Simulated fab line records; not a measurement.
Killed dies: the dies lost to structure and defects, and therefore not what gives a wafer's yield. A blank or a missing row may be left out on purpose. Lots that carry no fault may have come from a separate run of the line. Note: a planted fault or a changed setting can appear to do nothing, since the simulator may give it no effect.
The same fault as seen by 2 desks | flow sfq-line | every desk sees just its own numbers, and what lay behind them comes last

== FOR THE TOOL OWNER'S DESK: pvd-sputter-04 ==
The tool's own readings at SFQ_TRILAYER_M0_DEP_SPUTTER_019 (material Nb, target thk 200 nm, time 133.3 s): means of the sampled wafers that have a number, for each lot that ran on this tool. A lot is out of limits, marked OUT, if its mean lies more than 4 standard deviations from the usual mean; the brackets give that distance.
Columns: A = throttle-valve-pct at SFQ_TRILAYER_M0_DEP_SPUTTER_019, usual 30.0 %
lot  | first seen here | A
L556 | day 7 01:14     | 30.8
L559 | day 7 18:02     | 30.8
L566 | day 9 13:55     | 31.3
L570 | day 9 23:32     | 30.9
L576 | day 13 01:55    | 30.9
Result from this desk: across the 5 lots, nothing is out of limits.

== AT THE METROLOGY DESK ==
What the gauges read, lot by lot, whatever tool the lot ran on: means of the sampled wafers that have a number. A lot is out of limits, marked OUT, if its mean lies more than 4 standard deviations from the usual mean; the brackets give that distance.
Columns: A = M0_NB_RS at SFQ_M0_RS_MEAS_904, usual 0.888 ohm/sq
lot  | first seen here | A
L556 | day 7 01:23     | 0.890
L557 | day 7 07:20     | 0.888
L558 | day 7 10:59     | 0.888
L559 | day 7 18:08     | 0.889
L561 | day 8 10:25     | 0.881
L563 | day 9 00:49     | 0.888
L566 | day 9 14:03     | 0.992 (+12) OUT
L570 | day 9 23:37     | 1.117 (+26) OUT
L572 | day 11 17:39    | 0.884
L573 | day 12 03:14    | 0.886
L575 | day 12 20:01    | 0.894
L576 | day 13 02:01    | 0.884
L577 | day 13 11:37    | 0.892
L579 | day 14 10:13    | 0.896
Per this desk, out of limits: L566, L570; the first was L566, day 9 14:03 (M0_NB_RS at SFQ_M0_RS_MEAS_904). L556, L557, L558, L559, L561, L563, L572, L573, L575, L576, L577, L579: within limits.

== PUT TOGETHER ==
On L566, L570, the metrology desk was in a position to raise an alarm at day 9 14:03.
The desk of the tool owner found nothing out of limits.
On record at the tool owner's desk: L566, L570, within its limits.
SFQ_TRILAYER_M0_DEP_SPUTTER_019 was run on pvd-sputter-04 by each of the lots named.

== WHAT THE SIMULATOR HAD PUT IN ==
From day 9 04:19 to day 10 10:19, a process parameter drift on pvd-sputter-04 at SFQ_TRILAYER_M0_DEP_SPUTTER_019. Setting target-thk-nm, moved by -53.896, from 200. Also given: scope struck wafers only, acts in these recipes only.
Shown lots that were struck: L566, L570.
Hours from the fault's start to each desk's first reading out of limits: the metrology desk, 10.
